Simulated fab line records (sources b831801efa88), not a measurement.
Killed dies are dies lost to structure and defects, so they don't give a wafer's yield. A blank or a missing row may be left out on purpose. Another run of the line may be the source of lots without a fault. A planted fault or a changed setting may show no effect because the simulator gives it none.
Which tool is to blame?	flow gf180mcu	14 lots, 42 wafers sampled, at 2 steps of a route of 602

## WHAT EACH GAUGE READ, for each wafer
GF_V3_THK_MEAS_01.
lot	measured	on	V3_CVD_00_THK (nm)
L270	day 21 19:42	film-metro-01	598 601 593
L272	day 22 14:50	film-metro-01	604 603 609
L276	day 23 18:29	film-metro-01	601 596 611
L274	day 23 19:45	film-metro-01	605 600 599
L278	day 24 13:19	film-metro-02	594 592 600
L279	day 25 01:43	film-metro-02	594 596 604
L280	day 25 07:13	film-metro-03	597 602 603
L281	day 25 15:41	film-metro-03	614 593 593
L282	day 25 23:55	film-metro-01	591 593 604
L284	day 26 12:46	film-metro-02	509 514 508
L285	day 27 00:16	film-metro-02	510 514 509
L287	day 27 10:38	film-metro-02	605 602 600
L292	day 29 02:09	film-metro-03	603 608 597
L286	day 29 18:23	film-metro-02	604 602 602

## EACH LOT AND THE TOOL THAT RAN IT (in order: tool; ch and the chambers of the sampled wafers; start)
lot	GF_V3_CVD_00
L270	hdpcvd-01 ch 0,2, day 21 19:37
L272	hdpcvd-02 ch 0,1, day 22 14:46
L276	hdpcvd-02 ch 0,1,2, day 23 18:25
L274	hdpcvd-02 ch 0,2, day 23 19:41
L278	hdpcvd-02 ch 1,2, day 24 13:14
L279	hdpcvd-01 ch 0,1,2, day 25 01:39
L280	hdpcvd-02 ch 0,1,2, day 25 07:09
L281	hdpcvd-01 ch 0,1,2, day 25 15:37
L282	hdpcvd-01 ch 0,1,2, day 25 23:50
L284	hdpcvd-01 ch 0,2, day 26 12:41
L285	hdpcvd-01 ch 1,2, day 27 00:11
L287	hdpcvd-02 ch 0,2, day 27 10:24
L292	hdpcvd-02 ch 1,2, day 29 02:04
L286	hdpcvd-02 ch 0,1, day 29 18:19
- GF_V3_CVD_00: deposits SiO2, target thk 600 nm, time 100 s.

## WHAT THE TOOLS THEMSELVES READ (means of the sampled wafers that have a number; where no wafer has one, the mark that the record gives instead)
GF_V3_CVD_00.
lot	tool	sih4-flow-sccm (sccm)	susceptor-temp-C (C)
L270	hdpcvd-01	60.04	399.81
L272	hdpcvd-02	60.09	400.19
L276	hdpcvd-02	59.91	400.12
L274	hdpcvd-02	59.93	400.01
L278	hdpcvd-02	60.06	399.96
L279	hdpcvd-01	59.97	399.82
L280	hdpcvd-02	60.04	400.12
L281	hdpcvd-01	59.86	400.13
L282	hdpcvd-01	60.17	400.12
L284	hdpcvd-01	51.16	399.98
L285	hdpcvd-01	50.99	400.24
L287	hdpcvd-02	59.99	400.06
L292	hdpcvd-02	59.90	399.89
L286	hdpcvd-02	59.91	399.62

## THE ANSWER, worked out from the rows above alone
Rule: the usual values come from the lots themselves. Put in order of their means at a reading, lots are off if they are a third of the lots or fewer, leave a main group of 4 or more, and stand apart from it by a gap of 3 or more times the standard deviation of the main group's means; of several such gaps the widest counts. Not used: any main group whose means are identical at the precision the tables above print for the reading. Also off: a lot with no number at a reading for which 4 or more lots have one. All remaining lots with rows at the step are treated as sound. The gauges are gone through in route order, then the tools' own readings, and for those a lot's mean is taken as printed above. At the first step where some lot is off, the reading lying furthest off is the one used; lots without a number count as furthest.
Off: L284, L285, at GF_V3_THK_MEAS_01 (V3_CVD_00_THK). For the main group the mean is 600 nm and the standard deviation 3.
A tool fits if, at a process step before that reading, it ran every lot that is off, and no sound lot after the first of them. The gauges at GF_V3_THK_MEAS_01 aren't tried: what is off there is off at GF_V3_CVD_00 too, on other tools, and a gauge's error can't cause that. One fits: GF_V3_CVD_00 on hdpcvd-01. Its last sound lot is L282 (day 25 23:50), its first lot that is off L284 (day 26 12:41): a fault that began between those two fits.
On the lots that are off, the tool's own readings at GF_V3_CVD_00 differ by more than 5 times the standard deviation of the sound lots' means, which bears it out; sih4-flow-sccm reads 51.08 sccm there versus 59.99 sccm on the sound lots.

## WHAT HAD BEEN PUT IN BY THE SIMULATOR
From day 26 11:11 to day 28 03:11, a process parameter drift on hdpcvd-01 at GF_V3_CVD_00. A move of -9 in setting sih4-flow-sccm, from 60. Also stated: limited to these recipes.
Shown lots that were struck: L284, L285. The same result came from the rule above.
